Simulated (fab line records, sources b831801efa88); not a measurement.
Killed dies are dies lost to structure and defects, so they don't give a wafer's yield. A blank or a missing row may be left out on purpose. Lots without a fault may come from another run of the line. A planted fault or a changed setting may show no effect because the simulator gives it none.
Which tool did it? | flow sky130 | 11 lots, 33 wafers sampled, at 3 steps of a route of 708

WHAT THE GAUGES READ, wafer by wafer
SKY_CAPM_RS_MEAS_03: measures by four-point-probe.
lot  | measured     | on            | CAPM_TIN_RS (ohm/sq)
L186 | day 36 16:30 | film_metro-04 | 6.84 6.76 6.84
L187 | day 37 05:10 | film_metro-03 | 7.02 6.93 7.00
L189 | day 37 08:41 | film_metro-03 | 7.03 6.87 6.89
L191 | day 37 23:11 | film_metro-01 | 6.92 6.78 6.85
L194 | day 38 22:15 | film_metro-03 | 6.98 6.91 6.96
L197 | day 40 02:27 | film_metro-03 | 9.62 9.71 9.47 9.61 9.72 9.49
L198 | day 40 07:13 | film_metro-03 | 9.49 9.76 9.53 9.52 9.75 9.53
L199 | day 40 11:59 | film_metro-03 | 6.78 6.89 6.80
L200 | day 40 15:00 | film_metro-03 | 9.68 9.78 9.50 9.66 9.75 9.48
L208 | day 43 01:30 | film_metro-01 | 6.89 6.91 7.05
L209 | day 43 02:47 | film_metro-03 | 7.06 6.90 6.83

SKY_CAPM_THK_MEAS_04: measures by xrf.
lot  | measured     | on            | CAPM_TIN_THK (nm)
L186 | day 36 16:37 | film_metro-04 | 204.0 206.4 204.4
L187 | day 37 05:16 | film_metro-03 | 197.0 199.1 197.3
L189 | day 37 08:48 | film_metro-03 | 196.4 200.4 201.2
L191 | day 37 23:17 | film_metro-01 | 201.7 205.9 204.5
L194 | day 38 22:22 | film_metro-03 | 197.2 198.3 198.0
L197 | day 40 04:44 | film_metro-03 | 144.2 142.2 145.3 143.7 143.1 145.8
L198 | day 40 09:16 | film_metro-03 | 145.7 142.3 145.7 145.0 142.0 145.1
L199 | day 40 12:05 | film_metro-03 | 202.8 200.0 202.7
L200 | day 40 20:06 | film_metro-03 | 142.7 142.4 146.0 143.4 142.5 146.7
L208 | day 43 01:35 | film_metro-01 | 203.2 202.4 198.8
L209 | day 43 02:55 | film_metro-03 | 197.4 200.5 203.0

WHICH TOOL RAN EACH LOT (tool, then ch and the chambers of the sampled wafers, then the start)
lot  | SKY_CAPM_SPUTTER_02
L186 | pvd_sputter-01, day 36 16:23
L187 | pvd_sputter-04, day 37 05:01
L189 | pvd_sputter-04, day 37 08:34
L191 | pvd_sputter-02, day 37 23:02
L194 | pvd_sputter-02, day 38 22:08
L197 | pvd_sputter-02, day 40 02:18
L198 | pvd_sputter-02, day 40 07:07
L199 | pvd_sputter-01, day 40 11:51
L200 | pvd_sputter-02, day 40 14:53
L208 | pvd_sputter-04, day 43 01:20
L209 | pvd_sputter-01, day 43 02:41
- SKY_CAPM_SPUTTER_02: material TiN, target thk 200 nm, time 166.7 s.

WHAT THE TOOLS THEMSELVES READ (means of the sampled wafers that have a number; where no wafer has one, the mark that the record gives instead)
SKY_CAPM_SPUTTER_02.
lot  | tool           | substrate_temp_c (C) | throttle_valve_pct (%)
L186 | pvd_sputter-01 | 299.63               | 29.8
L187 | pvd_sputter-04 | 300.20               | 30.5
L189 | pvd_sputter-04 | 300.09               | 31.3
L191 | pvd_sputter-02 | 299.92               | 30.4
L194 | pvd_sputter-02 | 300.09               | 29.8
L197 | pvd_sputter-02 | 300.18               | 29.8
L198 | pvd_sputter-02 | 299.89               | 29.3
L199 | pvd_sputter-01 | 299.91               | 28.8
L200 | pvd_sputter-02 | 300.00               | 29.8
L208 | pvd_sputter-04 | 300.12               | 30.4
L209 | pvd_sputter-01 | 299.86               | 30.1

THE ANSWER, worked out from the rows above alone
Rule: what is usual is taken from the lots themselves. Put in order of their means at a reading, lots are off if they are a third of the lots or fewer, leave a main group of 4 or more, and stand apart from it by a gap of 3 or more times the standard deviation of the main group's means; of several such gaps the widest counts. A main group whose means are all the same, to the digits that the tables above print for the reading, isn't used. A lot without any number at a reading at which 4 lots or more have one is off too. The other lots that the step has rows for count as sound. The gauges are gone through in route order, then the tools' own readings, and for those a lot's mean is taken as printed above. The first step at which some lot is off is used, and at that step the reading that is off furthest; a lot without a number counts as furthest.
Off: L197, L198, L200, at SKY_CAPM_RS_MEAS_03 (CAPM_TIN_RS). The main group: mean 6.90 ohm/sq, standard deviation 0.061.
A tool fits if, at a process step before that reading, it ran every lot that is off, and no sound lot after the first of them. The gauges at SKY_CAPM_RS_MEAS_03 are tried like those tools. One fits: pvd_sputter-02 at SKY_CAPM_SPUTTER_02. Its last sound lot is L194 (day 38 22:08), its first lot that is off L197 (day 40 02:18): a fault that began between those two fits.

WHAT THE SIMULATOR HAD PUT IN
Process parameter drift: pvd_sputter-02, from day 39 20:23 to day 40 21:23, at SKY_CAPM_SPUTTER_02. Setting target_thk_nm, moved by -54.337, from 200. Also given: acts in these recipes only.
Lots struck among those shown: L197, L198, L200. The rule above found the same.
